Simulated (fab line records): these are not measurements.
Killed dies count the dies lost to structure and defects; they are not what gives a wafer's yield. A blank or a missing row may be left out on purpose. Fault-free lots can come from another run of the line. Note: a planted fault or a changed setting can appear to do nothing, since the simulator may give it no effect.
fab line records -- flow sky130
[record] lots = 5, wafers = 15, last-day = 50
route steps=708 shown METAL5@671 PASSIVATION@681 PAD_OPEN@694
lots with no fault: from the same line, run without faults
start-h: the number of hours between the record's first day and the start of the first shown wafer of the lot -- wait-h: hours since the lot's step before -- " same as the row above -- L1.1+2: a single row standing in for several wafers -- - no value present, or no start provided -- * or withheld: withheld -- < > ~ a bound
route shown NAME@n: a module of which the file shows steps, and the number in the route of the first -- usual: the fault-free wafers' mean and standard deviation -- same: alike in all rows -- chamber/n: place in a boat -- sites: per-site readings -- _std_site: the values' standard deviation -- _edge_site: inner sites' mean taken away from outer sites' mean -- radius-mm: how far each site lies from the wafer's centre -- mask NAME#n: copy n -- behind: the last tool/chamber to shape the wafer -- hold: why the lot went on hold/how many hours it stayed there/how the hold came to an end -- device: which transistor (n, p or np) failed to switch -- end of line: at the end of the route, the tests of the same wafers -- where a step has no rows: the recipe by itself -- killed: count of dies lost to structure and defects at first sort (not the wafer's yield) -- map: a wafer's dies, marking killed ones x, the rest . and places with no die _
set.NAME: the run value of the setting; set.NAME@STEP: its run value at that earlier step -- model.NAME: the simulator's own value behind a step, which no gauge read
certain route steps with their lots: each step a table, each wafer a row
services: the hour from which a tool's chamber was out of use, counted from the record's first day as start-h (under 0 if before that day), plus the number of hours and why
[[steps]]
[step SKY_METAL5_SOFTBAKE_10]
[recipe] temp-c = 90, time-s = 60, resist = NOVOLAK
[step SKY_METAL5_EXPOSE_11]
[recipe] mask-id = MM5, na = 0.6, source-shape = conventional, sigma-outer = 0.6, polarization = unpolarized, target-cd-nm = 1600, dose-mj = 190
[step SKY_METAL5_PEB_12]
[recipe] temp-c = withheld, time-s = *, resist = NOVOLAK
[step SKY_METAL5_DEVELOP_13]
[recipe] resist = NOVOLAK, developer = TMAH, develop-time-s = 60, dev-temp-c = 23
[step SKY_METAL5_DESCUM_14]
[recipe] chemistry = O2, source-power-w = 150, bias-power-w = 0, pressure-mtorr = 10, temp-c = 40, time-s = 11
[step SKY_METAL5_METAL_ETCH_15]
[recipe] target-depth-a = 12600, stop-on = SiO2, over-etch-frac = 0.2, time-s = 252, chemistry = Cl2/BCl3, resist-sidewall-deg = 86, pressure-mtorr = 10, icp-w = 900, bias-w = 48.5, Cl2_flow_sccm = 60, bcl3-flow-sccm = 30
[usual] drypump-motor-current-A = 6.2/0.47, oes-product-au = 0.894/0.0053, throttle-valve-pct = 22.264/0.0091
lot.wafer,tool,chamber,start-h,wait-h,drypump-motor-current-A,oes-product-au,rf-hours-counter-h,throttle-valve-pct
L816.2,rie-metal-03,0,1037.69,0.0,5.7,0.898,12,22.261
L816.5,rie-metal-03,0,1037.69,0.0,5.7,0.893,-,22.269
L816.6,rie-metal-03,1,1037.69,0.0,6.8,0.911,-,22.263
L819.1,rie-metal-02,1,1066.74,0.0,6.5,0.889,12,22.252
L819.2,rie-metal-02,0,1066.74,0.0,6.3,0.896,11,22.266
L819.3,rie-metal-02,0,1066.74,0.0,6.3,0.898,-,22.269
L826.1,rie-metal-03,0,1107.14,0.0,5.7,0.889,17,22.268
L826.3,rie-metal-03,1,1107.14,0.0,6.8,0.897,-,22.264
L826.6,rie-metal-03,0,1107.14,0.0,5.7,0.895,-,22.268
L836.1,rie-metal-03,0,1148.64,0.0,5.7,0.899,20,22.248
L836.3,rie-metal-03,1,1148.64,0.0,6.8,0.894,-,22.265
L836.5,rie-metal-03,1,1148.64,0.0,6.8,0.893,-,22.254
L838.2,rie-metal-04,0,1165.14,0.0,5.7,0.890,26,22.257
L838.4,rie-metal-04,1,1165.14,0.0,6.6,0.903,-,22.254
L838.6,rie-metal-04,0,1165.14,0.0,5.7,0.902,-,22.266
[step SKY_METAL5_STRIP_16]
[recipe] chemistry = O2/N2, power-w = 1400, pressure-mtorr = 1500, platen-temp-c = withheld, o2-flow-sccm = 3000, n2-flow-sccm = 300, overash-fraction = 0.5
[usual] drypump-motor-current-A = 5.4/0.34, oes-product-au = 0.710/0.0043, strip-time-to-endpoint-s = 13.05/0.16
lot.wafer,tool,chamber,start-h,wait-h,drypump-motor-current-A,oes-product-au,rf-hours-counter-h,strip-time-to-endpoint-s
L816.2,plasma-asher-04,1,1037.93,0.2,5.8,0.709,92,13.01
L816.5,plasma-asher-04,1,1037.93,0.2,5.9,0.708,-,13.25
L816.6,plasma-asher-04,0,1037.93,0.2,5.7,0.708,-,13.11
L819.1,plasma-asher-02,1,1066.98,0.2,5.6,0.713,0,13.08
L819.2,plasma-asher-02,0,1066.98,0.2,4.9,0.711,0,12.66
L819.3,plasma-asher-02,0,1066.98,0.2,4.9,0.715,-,12.69
L826.1,plasma-asher-02,0,1107.37,0.2,4.9,0.713,5,13.15
L826.3,plasma-asher-02,0,1107.37,0.2,4.9,0.713,-,12.97
L826.6,plasma-asher-02,1,1107.37,0.2,5.6,0.714,-,13.12
L836.1,plasma-asher-04,1,1148.87,0.2,5.8,0.716,104,13.36
L836.3,plasma-asher-04,0,1148.87,0.2,5.6,0.707,-,13.22
L836.5,plasma-asher-04,1,1148.87,0.2,5.8,0.703,-,13.24
L838.2,plasma-asher-04,1,1165.37,0.2,5.8,0.709,106,13.03
L838.4,plasma-asher-04,1,1165.37,0.2,5.9,0.713,-,13.20
L838.6,plasma-asher-04,1,1165.37,0.2,5.8,0.719,-,13.06
[step SKY_METAL5_STRIP_17]
[recipe] chemistry = post-etch-residue-remover, time-s = 1200, temp-c = 72.5
[step SKY_METAL5_CLEAN_18]
[recipe] chemistry = IPA, time-s = 180, temp-c = 25
[step SKY_METAL5_CLEAN_19]
[recipe] chemistry = O3/DIW, dry = n2-spin
[step SKY_PASSIVATION_CVD_00]
[recipe] material = SiO2, target-thk-nm = 90, temp-c = 400, time-s = withheld, rf-w = 600
[usual] heater-power-w = 670/130
lot.wafer,tool,chamber,start-h,wait-h,heater-power-w
L816.2,pecvd-04,0,1038.55,0.0,724
L816.5,pecvd-04,0,1038.55,0.0,748
L816.6,pecvd-04,2,1038.55,0.0,611
L819.1,pecvd-04,1,1067.57,0.0,782
L819.2,pecvd-04,2,1067.57,0.0,597
L819.3,pecvd-04,0,1067.57,0.0,721
L826.1,pecvd-01,1,1107.97,0.0,518
L826.3,pecvd-01,0,1107.97,0.0,971
L826.6,pecvd-01,1,1107.97,0.0,505
L836.1,pecvd-01,2,1149.46,0.0,557
L836.3,pecvd-01,0,1149.46,0.0,976
L836.5,pecvd-01,2,1149.46,0.0,585
L838.2,pecvd-03,1,1165.96,0.0,623
L838.4,pecvd-03,1,1165.96,0.0,616
L838.6,pecvd-03,2,1165.96,0.0,547
[step SKY_PASSIVATION_THK_MEAS_01]
[recipe] reads = SiO2_of_PASSIVATION_CVD_00
[usual] PASSIVATION_CVD_00_THK = 89.8/1.3
lot.wafer,tool,chamber,start-h,wait-h,PASSIVATION_CVD_00_THK[nm]
L816.2,film-metro-01,-,1038.58,-,88.6
L816.5,film-metro-01,-,1038.58,-,89.3
L816.6,film-metro-01,-,1038.58,-,89.4
L819.1,film-metro-01,-,1067.59,-,90.0
L819.2,film-metro-01,-,1067.59,-,90.8
L819.3,film-metro-01,-,1067.59,-,90.0
L826.1,film-metro-02,-,1107.99,-,88.7
L826.3,film-metro-02,-,1107.99,-,87.2
L826.6,film-metro-02,-,1107.99,-,88.1
L836.1,film-metro-03,-,1149.48,-,87.8
L836.3,film-metro-03,-,1149.48,-,88.2
L836.5,film-metro-03,-,1149.48,-,89.7
L838.2,film-metro-03,-,1165.99,-,89.3
L838.4,film-metro-03,-,1165.99,-,90.5
L838.6,film-metro-03,-,1165.99,-,91.6
[step SKY_PASSIVATION_CVD_02]
[recipe] material = Si3N4, target-thk-nm = 540, temp-c = 400, time-s = withheld, rf-w = 450
[usual] heater-power-w = 707/120
lot.wafer,tool,chamber,start-h,wait-h,heater-power-w,model.Si3N4_of_PASSIVATION_CVD_02.thk-nm
L816.2,pecvd-01,0,1038.63,0.0,841,535
L816.5,pecvd-01,1,1038.63,0.0,609,543.1
L816.6,pecvd-01,0,1038.63,0.0,886,537.8
L819.1,pecvd-03,2,1067.65,0.1,505,537.3
L819.2,pecvd-03,0,1067.65,0.1,777,529.9
L819.3,pecvd-03,1,1067.65,0.1,712,530.5
L826.1,pecvd-03,1,1108.05,0.1,699,543.8
L826.3,pecvd-03,2,1108.05,0.1,598,538.8
L826.6,pecvd-03,1,1108.05,0.1,739,585
L836.1,pecvd-04,2,1149.54,0.1,627,531.2
L836.3,pecvd-04,0,1149.54,0.1,751,523
L836.5,pecvd-04,1,1149.54,0.1,695,539.4
L838.2,pecvd-04,0,1166.04,0.0,773,538.6
L838.4,pecvd-04,0,1166.04,0.0,773,538.9
L838.6,pecvd-04,1,1166.04,0.0,782,545.7
[step SKY_PASSIVATION_THK_MEAS_03]
[recipe] reads = Si3N4_of_PASSIVATION_CVD_02
[usual] PASSIVATION_CVD_02_THK = 539/6.9
lot.wafer,tool,chamber,start-h,wait-h,PASSIVATION_CVD_02_THK[nm]
L816.2,film-metro-02,-,1038.87,-,535
L816.5,film-metro-02,-,1038.87,-,543
L816.6,film-metro-02,-,1038.87,-,538
L819.1,film-metro-01,-,1067.88,-,537
L819.2,film-metro-01,-,1067.88,-,530
L819.3,film-metro-01,-,1067.88,-,531
L826.1,film-metro-03,-,1108.27,-,544
L826.3,film-metro-03,-,1108.27,-,539
L826.6,film-metro-03,-,1108.27,-,585
L836.1,film-metro-01,-,1149.77,-,531
L836.3,film-metro-01,-,1149.77,-,523
L836.5,film-metro-01,-,1149.77,-,540
L838.2,film-metro-02,-,1166.28,-,539
L838.4,film-metro-02,-,1166.28,-,539
L838.6,film-metro-02,-,1166.28,-,546
[step SKY_PASSIVATION_DEHYDRATE_04]
[recipe] temp-c = 200, time-s = 60
[step SKY_PASSIVATION_HMDS_05]
[recipe] prime-time-s = 60, prime-temp-c = 120
[step SKY_PASSIVATION_COAT_06]
[recipe] spin-rpm = 2000, resist-thk-nm = 3000
[step SKY_PASSIVATION_SOFTBAKE_07]
[recipe] temp-c = 110, time-s = withheld
[step SKY_PASSIVATION_EXPOSE_08]
[recipe] mask-id = NSM, target-cd-nm = 3000, na = 0.57, dose-mj = 260
[step SKY_PASSIVATION_PEB_09]
[recipe] temp-c = 115, time-s = withheld
[step SKY_PASSIVATION_DEVELOP_10]
[recipe] develop-time-s = 60, dev-temp-c = 23
[step SKY_PASSIVATION_ETCH_11]
[recipe] chemistry = CF4/O2, target-depth-nm = 725, stop-on = AlCu, source-w = 800, bias-w = 150, pressure-mtorr = 150, cf4-flow-sccm = 80, O2_flow_sccm = 10, time-s = 161.1
[usual] drypump-motor-current-A = 5.7/0.37, oes-product-au = 0.975/0.0068, throttle-valve-pct = 5.964/0.01
lot.wafer,tool,chamber,start-h,wait-h,drypump-motor-current-A,oes-product-au,rf-hours-counter-h,throttle-valve-pct,model.PASSIVATION.feature-depth-nm,model.etch.depth-nm
L816.2,rie-diel-02,0,1060.45,-,5.2,0.977,12,5.981,697.7,697.7
L816.5,rie-diel-02,1,1060.45,-,5.5,0.978,-,5.973,706.1,706.1
L816.6,rie-diel-02,2,1060.45,-,5.7,0.978,-,5.971,700.8,700.8
L819.1,rie-diel-03,1,1087.96,-,5.6,0.976,22,5.970,701.6,701.6
L819.2,rie-diel-03,3,1087.96,-,5.8,0.965,25,5.957,695.9,695.9
L819.3,rie-diel-03,2,1087.96,-,5.3,0.968,18,5.979,695.2,695.2
L826.1,rie-diel-01,0,1128.41,-,5.2,0.982,19,5.968,706.5,706.5
L826.3,rie-diel-01,3,1128.41,-,6.0,0.974,26,5.977,700.4,700.4
L826.6,rie-diel-01,2,1128.41,-,6.1,0.998,-,5.981,723.6,723.6
L836.1,rie-diel-01,3,1167.56,-,6.0,0.975,29,5.973,693.8,693.8
L836.3,rie-diel-01,2,1167.56,-,6.2,0.966,12,5.956,687.2,687.2
L836.5,rie-diel-01,0,1167.56,-,5.3,0.980,-,5.972,704,704
L838.2,rie-diel-02,3,1183.25,-,6.0,0.978,6,5.953,704.1,704.1
L838.4,rie-diel-02,2,1183.25,-,5.7,0.978,16,5.965,704,704
L838.6,rie-diel-02,3,1183.25,-,5.9,0.985,-,5.979,713.4,713.4
[step SKY_PASSIVATION_STRIP_12]
[recipe] chemistry = O2/N2, power-w = 1400, pressure-mtorr = 1500, platen-temp-c = withheld, overash-fraction = 0.7, o2-flow-sccm = 3000, n2-flow-sccm = 300
[usual] drypump-motor-current-A = 5.5/0.52, oes-product-au = 0.661/0.0047, strip-time-to-endpoint-s = 31.56/0.12
lot.wafer,tool,chamber,start-h,wait-h,drypump-motor-current-A,oes-product-au,rf-hours-counter-h,strip-time-to-endpoint-s
L816.2,plasma-asher-03,0,1060.64,0.1,6.4,0.658,32,31.32
L816.5,plasma-asher-03,0,1060.64,0.1,6.4,0.657,-,31.35
L816.6,plasma-asher-03,1,1060.64,0.1,5.4,0.660,-,31.28
L819.1,plasma-asher-02,1,1088.07,0.1,5.6,0.665,3,31.42
L819.2,plasma-asher-02,0,1088.07,0.1,4.9,0.664,3,31.59
L819.3,plasma-asher-02,0,1088.07,0.1,4.9,0.664,-,31.60
L826.1,plasma-asher-03,0,1128.51,0.1,6.4,0.661,39,31.56
L826.3,plasma-asher-03,1,1128.51,0.1,5.4,0.664,-,31.70
L826.6,plasma-asher-03,0,1128.51,0.1,6.5,0.655,-,31.52
L836.1,plasma-asher-02,1,1167.67,0.1,5.6,0.654,11,31.58
L836.3,plasma-asher-02,0,1167.67,0.1,4.9,0.661,-,31.54
L836.5,plasma-asher-02,0,1167.67,0.1,4.9,0.663,-,31.46
L838.2,plasma-asher-03,0,1183.36,0.1,6.4,0.656,45,31.72
L838.4,plasma-asher-03,0,1183.36,0.1,6.5,0.661,-,31.50
L838.6,plasma-asher-03,0,1183.36,0.1,6.5,0.657,-,31.52
[step SKY_PAD_OPEN_DEHYDRATE_00]
[recipe] temp-c = 200, time-s = 60
[step SKY_PAD_OPEN_HMDS_01]
[recipe] prime-time-s = 60, prime-temp-c = 120
[step SKY_PAD_OPEN_COAT_02]
[recipe] spin-rpm = 2000, resist-thk-nm = 3000
[step SKY_PAD_OPEN_SOFTBAKE_03]
[recipe] temp-c = 110, time-s = withheld
[step SKY_PAD_OPEN_EXPOSE_04]
[recipe] mask-id = PDM, target-cd-nm = 60000, na = 0.57, dose-mj = 260
[step SKY_PAD_OPEN_PEB_05]
[recipe] temp-c = 115, time-s = withheld
[step SKY_PAD_OPEN_DEVELOP_06]
[recipe] develop-time-s = 60, dev-temp-c = 23
[step SKY_PAD_OPEN_ETCH_07]
[recipe] chemistry = CF4/O2, target-depth-nm = 725, stop-on = AlCu, source-w = 800, bias-w = 150, pressure-mtorr = 150, cf4-flow-sccm = 80, O2_flow_sccm = 10, time-s = 161.1
[step SKY_PAD_OPEN_STRIP_08]
[recipe] chemistry = O2/N2, power-w = 1400, pressure-mtorr = 1500, platen-temp-c = withheld, overash-fraction = 0.7, o2-flow-sccm = 3000, n2-flow-sccm = 300
[usual] drypump-motor-current-A = 5.7/0.44, oes-product-au = 0.663/0.0043
lot.wafer,tool,chamber,start-h,wait-h,drypump-motor-current-A,oes-product-au,rf-hours-counter-h
L816.2,plasma-asher-03,1,1081.92,0.1,5.4,0.664,35
L816.5,plasma-asher-03,0,1081.92,0.1,6.4,0.665,-
L816.6,plasma-asher-03,1,1081.92,0.1,5.4,0.663,-
L819.1,plasma-asher-04,1,1108.38,0.1,5.8,0.657,100
L819.2,plasma-asher-04,0,1108.38,0.1,5.7,0.657,100
L819.3,plasma-asher-04,0,1108.38,0.1,5.7,0.667,-
L826.1,plasma-asher-04,0,1146.88,0.1,5.6,0.660,104
L826.3,plasma-asher-04,1,1146.88,0.1,5.8,0.659,-
L826.6,plasma-asher-04,1,1146.88,0.1,5.8,0.659,-
L836.1,plasma-asher-01,0,1184.87,0.1,5.2,0.659,68
L836.3,plasma-asher-01,1,1184.87,0.1,5.5,0.657,-
L836.5,plasma-asher-01,0,1184.87,0.1,5.2,0.662,-
L838.2,plasma-asher-03,0,1198.41,0.1,6.4,0.663,46
L838.4,plasma-asher-03,1,1198.41,0.1,5.4,0.665,-
L838.6,plasma-asher-03,1,1198.41,0.1,5.4,0.662,-
[step SKY_PAD_OPEN_STRIP_09]
[recipe] chemistry = post-etch-residue-remover, time-s = 1200, temp-c = 72.5
[usual] bath-heat-duty-pct = 15.9/1.4
lot.wafer,tool,chamber,start-h,wait-h,bath-heat-duty-pct,model.Si3N4_of_PASSIVATION_CVD_02.thk-nm
L816.2,wet-bench-04,1,1082.02,0.1,16.6,534.6
L816.5,wet-bench-04,1,1082.02,0.1,16.3,542.8
L816.6,wet-bench-04,1,1082.02,0.1,15.4,537.4
L819.1,wet-bench-04,1,1108.51,0.1,15.6,536.9
L819.2,wet-bench-04,1,1108.51,0.1,16.5,529.5
L819.3,wet-bench-04,1,1108.51,0.1,15.1,530.2
L826.1,wet-bench-04,1,1146.98,0.1,15.5,543.5
L826.3,wet-bench-04,1,1146.98,0.1,15.8,538.4
L826.6,wet-bench-04,1,1146.98,0.1,15.5,584.6
L836.1,wet-bench-04,2,1184.97,0.1,17.8,530.9
L836.3,wet-bench-04,2,1184.97,0.1,17.7,522.6
L836.5,wet-bench-04,2,1184.97,0.1,18.0,539
L838.2,wet-bench-01,2,1198.51,0.1,18.3,538.2
L838.4,wet-bench-01,2,1198.51,0.1,17.3,538.5
L838.6,wet-bench-01,2,1198.51,0.1,15.8,545.4
[step SKY_PAD_OPEN_CLEAN_10]
[recipe] chemistry = IPA, time-s = 180, temp-c = 25
[step SKY_PAD_OPEN_PROBE_99]
[usual] defect-limited-yield = 82.6/1.9, killed_at_M0_to_M3 = 42/7.1, killed_at_M4_up = 3.3/1.9, killed-at-contacts = 24/5, killed-at-front-end = 15/4.7, killed-at-other = 0.3/0.61, killed-dies = 86/9.6, killed-open = 47/7.5, killed-short = 38/6.6, sort_bin_3_pad_short = 0.9/0.42, sort_bin_5_function = 10.2/1.5, sort_bin_6_memory = 6.3/1.1, sort-n-pass = 406/9.6, sort-yield-pct = 82.6/1.9
[same] gross-dies = 492, killed-at-back-side = 0, sort_bin_4_leakage[%] = 0, sort_bin_8_speed[%] = 0
lot.wafer,tool,chamber,start-h,wait-h,defect-limited-yield[%],killed_at_M0_to_M3,killed_at_M4_up,killed-at-contacts,killed-at-front-end,killed-at-other,killed-dies,killed-open,killed-short,sort_bin_3_pad_short[%],sort_bin_5_function[%],sort_bin_6_memory[%],sort-n-pass,sort-yield-pct[%]
L816.2,prober-01,-,1084.18,0.1,81.5,46,3,20,22,0,91,43,48,1.4,9.3,7.7,401,81.5
L816.5,prober-01,-,1084.33,0.2,81.9,42,4,23,20,0,89,54,35,0.6,11.2,6.3,403,81.9
L816.6,prober-01,-,1084.38,0.2,80.3,44,2,31,20,0,97,58,38,1.0,11.4,7.3,395,80.3
L819.1,prober-02,-,1110.63,0.1,80.9,54,3,19,18,0,94,46,48,1.4,12.6,5.1,398,80.9
L819.2,prober-02,-,1110.68,0.1,84.3,34,3,26,14,0,77,53,24,0.6,9.6,5.5,415,84.3
L819.3,prober-02,-,1110.73,0.2,84.6,32,6,27,11,0,76,39,37,1.6,8.9,4.9,416,84.6
L826.6,prober-01,-,1149.34,0.2,83.5,51,3,16,10,1,81,47,33,0.6,9.8,6.1,411,83.5
L838.2,prober-01,-,1200.80,0.1,81.7,47,2,17,23,1,90,53,36,0.8,11.4,6.1,402,81.7
L838.4,prober-01,-,1200.90,0.2,82.3,51,3,20,13,0,87,43,44,1.6,10.4,5.7,405,82.3
L838.6,prober-01,-,1201.00,0.2,81.9,44,0,27,18,0,89,57,32,0.8,9.8,7.5,403,81.9
// killed by level:class
L816.2 CONTACT:geometric-particle:open=9 VIA1:geometric-particle:short=9 VIA1:geometric-particle:open=9 FIELD_ISO:geometric-particle:short=8 POLY_GATE:geometric-particle:short=6 CONTACT:geometric-particle:short=6 METAL2:geometric-particle:short=6 VIA2:geometric-particle:open=6
L816.5 VIA2:geometric-particle:open=13 CONTACT:geometric-particle:open=11 VIA1:geometric-particle:open=8 POLY_GATE:geometric-particle:short=6 LI_CONTACT:geometric-particle:open=6 VIA2:geometric-particle:short=5 FIELD_ISO:geometric-particle:short=4 FIELD_ISO:geometric-particle:open=4
L816.6 CONTACT:geometric-particle:open=12 VIA2:geometric-particle:open=11 LI_CONTACT:geometric-particle:open=9 VIA3:geometric-particle:open=8 METAL1:geometric-particle:short=7 CONTACT:geometric-particle:short=6 VIA1:geometric-particle:open=6 FIELD_ISO:geometric-particle:short=5
L819.1 CONTACT:geometric-particle:open=11 METAL1:geometric-particle:short=10 VIA1:geometric-particle:short=9 VIA2:geometric-particle:short=6 VIA1:geometric-particle:open=6 VIA2:geometric-particle:open=6 LI_CONTACT:geometric-particle:open=5 METAL2:geometric-particle:short=5
L819.2 LI_CONTACT:geometric-particle:open=9 VIA1:geometric-particle:open=9 CONTACT:geometric-particle:open=8 POLY_GATE:geometric-particle:open=4 LOCAL_INTERCONNECT:geometric-particle:short=4 METAL2:geometric-particle:open=4 VIA2:geometric-particle:short=4 VIA2:geometric-particle:open=4
L819.3 CONTACT:geometric-particle:open=13 METAL1:geometric-particle:short=7 VIA1:geometric-particle:open=7 CONTACT:geometric-particle:short=6 POLY_GATE:geometric-particle:open=4 VIA1:geometric-particle:short=4 FIELD_ISO:geometric-particle:open=3 FIELD_ISO:geometric-particle:short=3
L826.6 VIA1:geometric-particle:open=15 VIA2:geometric-particle:open=7 CONTACT:geometric-particle:open=6 METAL2:geometric-particle:short=6 VIA3:geometric-particle:open=5 LI_CONTACT:geometric-particle:open=4 CONTACT:geometric-particle:short=4 VIA1:geometric-particle:short=4
L838.2 VIA1:geometric-particle:open=18 CONTACT:geometric-particle:open=9 VIA3:geometric-particle:open=8 POLY_GATE:geometric-particle:short=7 FIELD_ISO:geometric-particle:short=6 FIELD_ISO:geometric-particle:open=5 POLY_GATE:geometric-particle:open=4 CONTACT:geometric-particle:short=4
L838.4 METAL1:geometric-particle:short=10 CONTACT:geometric-particle:open=8 VIA1:geometric-particle:open=8 METAL2:geometric-particle:short=6 VIA3:geometric-particle:open=6 POLY_GATE:geometric-particle:open=5 LI_CONTACT:geometric-particle:open=5 VIA1:geometric-particle:short=5
L838.6 VIA1:geometric-particle:open=12 CONTACT:geometric-particle:open=11 VIA3:geometric-particle:open=8 LI_CONTACT:geometric-particle:open=7 POLY_GATE:geometric-particle:open=6 VIA2:geometric-particle:open=5 CONTACT:geometric-particle:short=5 METAL2:geometric-particle:short=5
[[services]]
tool,chamber,start-h,hours,kind
rie-diel-02,3,1021.09,3.0,repair
pecvd-03,-,1021.59,6.0,pm
pecvd-04,2,1042.49,7.9,repair
plasma-asher-01,-,1044.18,28.1,pm
rie-diel-03,-,1046.58,0.8,repair
pecvd-03,2,1051.52,3.1,repair
pecvd-03,1,1052.64,3.8,repair
pecvd-03,0,1055.08,8.8,repair
plasma-asher-02,-,1055.25,9.0,pm
rie-diel-01,3,1056.20,12.8,repair
plasma-asher-04,-,1074.89,2.0,repair
pecvd-01,2,1098.55,6.4,repair
rie-diel-01,1,1099.89,5.4,repair
plasma-asher-03,-,1103.54,2.8,pm
pecvd-01,-,1112.35,4.2,repair
rie-metal-03,-,1127.27,0.5,repair
rie-diel-01,2,1145.57,2.4,repair
rie-diel-01,0,1146.90,17.6,repair
rie-diel-01,1,1161.13,9.0,repair
plasma-asher-02,-,1168.18,14.6,pm
rie-diel-02,2,1169.80,3.3,repair
plasma-asher-02,-,1182.89,1.5,repair
rie-diel-02,2,1183.56,9.3,repair
rie-diel-02,1,1194.21,2.7,repair
[[key]]
[first-sign] step = SKY_PASSIVATION_THK_MEAS_03, reading = PASSIVATION_CVD_02_THK, direction = up, sigmas = 6.7, usual = 539, struck = 585
effect none on later readings
[model-effect] step = SKY_PASSIVATION_CVD_02, value = Si3N4_of_PASSIVATION_CVD_02.thk-nm, without = 549.9, struck = 585
[model-effect] step = SKY_PASSIVATION_ETCH_11, value = PASSIVATION.feature-depth-nm, without = 711.7, struck = 723.6
[model-effect] step = SKY_PAD_OPEN_STRIP_09, value = Si3N4_of_PASSIVATION_CVD_02.thk-nm, without = 549.5, struck = 584.6
met-at SKY_PASSIVATION_CVD_02
struck-wafers L826.6
onset-between 1067.65 1108.05
[fault] kind = process-parameter-drift, tool = pecvd-03, chamber = -, onset-h = 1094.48, steps = SKY_PASSIVATION_CVD_02, channel = time-s, offset = withheld, shape = step, end-h = 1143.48, scope = struck-wafers-only, acts-in = *
